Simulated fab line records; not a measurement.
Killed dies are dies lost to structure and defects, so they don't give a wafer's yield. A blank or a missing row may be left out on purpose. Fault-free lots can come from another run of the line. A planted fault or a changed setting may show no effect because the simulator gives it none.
What tool caused it?	flow sky130	33 wafers from 11 lots sampled at 5 of the route's 708 steps

== WHAT EACH GAUGE READ, for each wafer ==
SKY_CONTACT_OVL_MEAS_15. Usual: CONTACT_OVL typically reads 0 nm, with standard deviation 5.6.
lot	measured	on	CONTACT_OVL (nm)	flag
L173	day 31 22:03	overlay-02	0 -5 8	
L176	day 33 03:45	overlay-02	2 4 3	
L177	day 33 12:34	overlay-02	2 4 5	
L181	day 34 19:36	overlay-01	-5 -4 -4	
L182	day 35 03:31	overlay-01	-3 -2 -2	
L183	day 35 11:23	overlay-01	8 6 1	
L186	day 36 03:39	overlay-02	9 10 8	
L187	day 36 11:33	overlay-02	2 -7 2	
L188	day 36 14:30	overlay-01	8 4 1	
L189	day 36 22:18	overlay-02	-5 -4 -10	
L195	day 38 16:06	overlay-02	-7 -15 -11	

== EACH LOT AND THE TOOL THAT RAN IT (in order: tool; ch and the chambers of the sampled wafers; start) ==
lot	SKY_POLY_GATE_IMPLANT_02	SKY_RES_PROTECT_STRIP_07	SKY_SD_P_STRIP_10	SKY_LI_CONTACT_CMP_02
L173	implanter-04 ch 0, day 15 11:51	plasma_asher-03 ch 1, day 15 11:58	plasma_asher-03 ch 1, day 25 18:56	cmp-01 ch 1,3, day 28 06:38
L176	implanter-03 ch 0, day 16 16:35	plasma_asher-02 ch 0,1, day 16 16:44	plasma_asher-01 ch 0,1, day 27 02:22	cmp-02 ch 0,2,3, day 29 13:06
L177	implanter-01 ch 0, day 17 01:31	plasma_asher-03 ch 0,1, day 17 01:39	plasma_asher-03 ch 0,1, day 27 11:31	cmp-02 ch 0,2, day 29 21:18
L181	implanter-04 ch 0, day 18 17:08	plasma_asher-03 ch 0,1, day 18 17:16	plasma_asher-03 ch 0,1, day 28 22:41	cmp-02 ch 1,2,3, day 31 08:16
L182	implanter-03 ch 0, day 18 23:26	plasma_asher-02 ch 0,1, day 18 23:33	plasma_asher-01 ch 0,1, day 29 06:10	cmp-02 ch 2,3, day 31 14:58
L183	implanter-04 ch 0, day 19 09:11	plasma_asher-01 ch 0,1, day 19 09:20	plasma_asher-02 ch 0,1, day 29 14:56	cmp-01 ch 0,2,3, day 32 00:54
L186	implanter-03 ch 0, day 20 05:40	plasma_asher-02 ch 0,1, day 20 05:49	plasma_asher-02 ch 0,1, day 30 08:28	cmp-02 ch 0,1,2, day 32 16:36
L187	implanter-04 ch 0, day 20 14:58	plasma_asher-03 ch 0,1, day 20 15:07	plasma_asher-03 ch 0,1, day 30 18:19	cmp-02 ch 0,1,3, day 33 02:25
L188	implanter-03 ch 0, day 20 17:00	plasma_asher-03 ch 1, day 20 17:07	plasma_asher-02 ch 0,1, day 30 20:02	cmp-01 ch 0,3, day 33 04:42
L189	implanter-01 ch 0, day 21 01:18	plasma_asher-02 ch 0,1, day 21 01:25	plasma_asher-01 ch 0,1, day 31 03:26	cmp-02 ch 0,1,2, day 33 12:19
L195	implanter-04 ch 0, day 23 07:29	plasma_asher-01 ch 0,1, day 23 07:37	plasma_asher-01 ch 0,1, day 33 02:41	cmp-02 ch 0,3, day 35 08:46
- SKY_POLY_GATE_IMPLANT_02
- SKY_RES_PROTECT_STRIP_07: strips in O2/N2.
- SKY_SD_P_STRIP_10: strips in O2/N2.
- SKY_LI_CONTACT_CMP_02: polishes PSG.

== WHAT THE TOOLS THEMSELVES READ (means of the sampled wafers that have a number; where no wafer has one, the mark that the record gives instead) ==
SKY_POLY_GATE_IMPLANT_02. Usual: beam_on_s 35.5 s, standard deviation 1.9; end_station_pressure_torr 1.08e-05 Torr, standard deviation 7.1e-07.
lot	tool	beam_on_s (s)	end_station_pressure_torr (Torr)	flag
L173	implanter-04	35.1	1.08e-05	
L176	implanter-03	37.7	1.03e-05	
L177	implanter-01	33.3	1.16e-05	
L181	implanter-04	34.8	1.04e-05	
L182	implanter-03	38.0	1.06e-05	
L183	implanter-04	34.4	1.07e-05	
L186	implanter-03	42.6	4.75e-05	OFF
L187	implanter-04	34.4	1.14e-05	
L188	implanter-03	42.0	4.81e-05	OFF
L189	implanter-01	33.9	1.18e-05	
L195	implanter-04	34.5	1.13e-05	

SKY_RES_PROTECT_STRIP_07. Usual: drypump_motor_current_A 5.7 A, standard deviation 0.36; oes_product_au 0.518 a.u., standard deviation 0.0051; strip_time_to_endpoint_s 23.32 s, standard deviation 0.046.
lot	tool	drypump_motor_current_A (A)	oes_product_au (a.u.)	strip_time_to_endpoint_s (s)	flag
L173	plasma_asher-03	5.8	0.520	23.30	
L176	plasma_asher-02	5.7	0.515	23.36	
L177	plasma_asher-03	5.5	0.516	23.39	
L181	plasma_asher-03	5.2	0.515	23.34	
L182	plasma_asher-02	5.7	0.518	23.34	
L183	plasma_asher-01	5.9	0.513	23.25	
L186	plasma_asher-02	5.8	0.517	23.87	OFF
L187	plasma_asher-03	5.2	0.520	23.39	
L188	plasma_asher-03	5.8	0.511	23.84	OFF
L189	plasma_asher-02	5.8	0.519	23.31	
L195	plasma_asher-01	5.9	0.516	23.32	

SKY_SD_P_STRIP_10. Usual: drypump_motor_current_A 5.7 A, standard deviation 0.36; oes_product_au 0.617 a.u., standard deviation 0.0046; strip_time_to_endpoint_s 17.51 s, standard deviation 0.035.
lot	tool	drypump_motor_current_A (A)	oes_product_au (a.u.)	strip_time_to_endpoint_s (s)	flag
L173	plasma_asher-03	5.8	0.618	17.51	
L176	plasma_asher-01	5.9	0.619	17.50	
L177	plasma_asher-03	5.5	0.618	17.48	
L181	plasma_asher-03	5.5	0.614	17.53	
L182	plasma_asher-01	5.9	0.617	17.48	
L183	plasma_asher-02	5.8	0.617	17.53	
L186	plasma_asher-02	5.7	0.620	17.46	
L187	plasma_asher-03	5.2	0.613	17.52	
L188	plasma_asher-02	5.7	0.619	17.54	
L189	plasma_asher-01	5.8	0.621	17.51	
L195	plasma_asher-01	5.9	0.617	17.48	

SKY_LI_CONTACT_CMP_02. Usual: motor_current_A 12.1 A, standard deviation 1.7; platen_rpm 59.99 rpm, standard deviation 0.044; slurry_filter_dp_kPa 13.49 kPa, standard deviation 0.15; time_to_endpoint_s 32.6 s, standard deviation 2.7.
lot	tool	motor_current_A (A)	platen_rpm (rpm)	slurry_filter_dp_kPa (kPa)	time_to_endpoint_s (s)	flag
L173	cmp-01	11.6	60.02	13.49	34.8	
L176	cmp-02	13.1	60.03	13.29	35.9	
L177	cmp-02	12.5	60.02	13.34	33.3	
L181	cmp-02	13.4	59.97	13.56	33.2	
L182	cmp-02	13.6	59.97	13.47	33.3	
L183	cmp-01	10.8	59.98	13.50	32.4	
L186	cmp-02	12.8	60.02	13.52	28.3	
L187	cmp-02	12.8	59.98	13.40	33.1	
L188	cmp-01	9.5	60.00	13.35	30.4	
L189	cmp-02	12.3	59.98	13.63	33.4	
L195	cmp-02	12.2	60.02	13.67	31.1	

== THE ANSWER, worked out from the rows above alone ==
Rule: lot off if the mean of its wafers having a number is beyond 3 standard deviations from the usual mean. A lot without any number at a reading at which 4 lots or more have one is off too. Any other lot the step has rows for is counted as sound. Order of review: gauges by route order, followed by the tools' own readings, for which a lot's mean as printed above is used. At the first step where some lot is off, the reading lying furthest off is the one used; lots without a number count as furthest.
Off, at SKY_POLY_GATE_IMPLANT_02 on end_station_pressure_torr: L186, L188.
A tool fits if, at that step or a process step before it, it ran every lot that is off, and no sound lot after the first of them. One fits: implanter-03 at SKY_POLY_GATE_IMPLANT_02. A fault onset in the window from L182 (day 18 23:26, its last sound lot) to L186 (day 20 05:40, its first lot off) fits.
On the lots that are off, the tool's own readings at SKY_POLY_GATE_IMPLANT_02 differ by more than 5 times the standard deviation of the sound lots' means, which bears it out; end_station_pressure_torr reads 4.78e-05 Torr there versus 1.10e-05 Torr on the sound lots.

== WHAT THE SIMULATOR HAD PUT IN ==
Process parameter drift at SKY_POLY_GATE_IMPLANT_02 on implanter-03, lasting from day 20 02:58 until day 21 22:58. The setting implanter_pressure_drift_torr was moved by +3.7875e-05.
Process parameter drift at SKY_POLY_GATE_IMPLANT_02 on implanter-03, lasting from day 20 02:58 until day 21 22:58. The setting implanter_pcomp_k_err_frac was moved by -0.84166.
Lots struck among those shown: L186, L188. This agrees with what the rule above found.
